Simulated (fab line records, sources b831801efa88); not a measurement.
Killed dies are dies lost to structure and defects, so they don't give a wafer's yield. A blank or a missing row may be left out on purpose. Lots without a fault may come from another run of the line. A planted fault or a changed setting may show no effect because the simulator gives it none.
A struck lot beside a sound one | flow sky130 | 15 steps out of a route of 708
Sound: wafers L725.2, L725.3, L725.5. Struck: wafers L731.2, L731.3, L731.5. The cause comes at the end.
At each step with rows: each side's tool, then ch and its chambers, then its first start. Under that, the readings that differ: sound wafers | struck wafers | difference of the means | sigmas: that difference in standard deviations of wafers without a fault.
alike: readings whose means differ by less than 2 such deviations, and words and numbers that are the same on both sides. not compared: withheld readings, readings that some wafer has no value for, bounds like >300 that may hide the same value, and numbers for which the record gives no deviation and whose values overlap.
The two part at a step that has a row with sigmas, a row that says differs or no value, or rows on one side only. Numbers that don't overlap but have no deviation are shown without sigmas and don't part them. A reading that every wafer of one side lacks parts them only if that side has two wafers or more.

SKY_SD_P_CD_MEAS_07: target cd 380 nm.
  sound on cd_sem-01, day 28 13:15; struck on cd_sem-02, day 30 23:15
  alike: cd_nm
SKY_SD_P_OVL_MEAS_08:
  sound on overlay-02, day 28 13:21; struck on overlay-02, day 30 23:21
  reading       | sound          | struck      | difference | sigmas
  SD_P_OVL (nm) | -2.7 -2.4 -1.6 | 1.7 1.8 1.9 | +4.0       | +2
then, 1 step without rows for these wafers: SKY_SD_P_IMPLANT_09.
SKY_SD_P_STRIP_10: strips in O2/N2.
  sound on plasma_asher-02 ch 0,1, day 28 13:32; struck on plasma_asher-02 ch 0,1, day 30 23:32
  alike: drypump_motor_current_A, oes_product_au, strip_time_to_endpoint_s
  not compared: rf_hours_counter_h
SKY_SD_P_TW_MEAS_11:
  sound on film_metro-01, day 28 13:38; struck on film_metro-02, day 30 23:38
  reading | sound          | struck         | difference | sigmas
  SD_P_TW | 2942 2954 2928 | 2869 2887 2860 | -69        | -3
then, 7 steps without rows for these wafers: SKY_RES_XHIGH_DEHYDRATE_00 (time 60 s); SKY_RES_XHIGH_HMDS_01 (prime time 60 s); SKY_RES_XHIGH_COAT_02 (resist thk 1140 nm); SKY_RES_XHIGH_SOFTBAKE_03 (time 60 s); SKY_RES_XHIGH_EXPOSE_04 (exposes mask URPM, target cd 1270 nm); SKY_RES_XHIGH_PEB_05; SKY_RES_XHIGH_DEVELOP_06 (develop time 60 s).
SKY_RES_XHIGH_IMPLANT_07:
  sound on implanter-03 ch 0, day 29 17:18; struck on implanter-04 ch 0, day 32 03:37
  reading                   | sound                | struck               | difference | sigmas
  beam_energy_keV           | 19.999 19.995 19.995 | 18.881 18.879 18.869 | -1.120     | -99 or more
  beam_on_s (s)             | 37 37 36             | 47 46 47             | +10        | +3
  model.implant.rp_nm (nm)  | 17.3 17.3 17.3       | 17.2 17.2 17.2       | -0.1       |
  model.implant.drp_nm (nm) | 9.746 9.746 9.746    | 9.359 9.359 9.359    | -0.387     |
SKY_RES_XHIGH_STRIP_08: strips in O2/N2.
  sound on plasma_asher-01 ch 0,1, day 29 17:26; struck on plasma_asher-02 ch 0,1, day 32 03:45
  alike: drypump_motor_current_A, oes_product_au, strip_time_to_endpoint_s
  not compared: rf_hours_counter_h
then, 1 step without rows for these wafers: SKY_PAD_OPEN_PROBE_99.

WHERE THEY PART
First at SKY_SD_P_OVL_MEAS_08; last, within this record, at SKY_RES_XHIGH_IMPLANT_07. Later steps at which nothing parts them and some readings are alike: SKY_RES_XHIGH_STRIP_08.

WHY: what the simulator had put in
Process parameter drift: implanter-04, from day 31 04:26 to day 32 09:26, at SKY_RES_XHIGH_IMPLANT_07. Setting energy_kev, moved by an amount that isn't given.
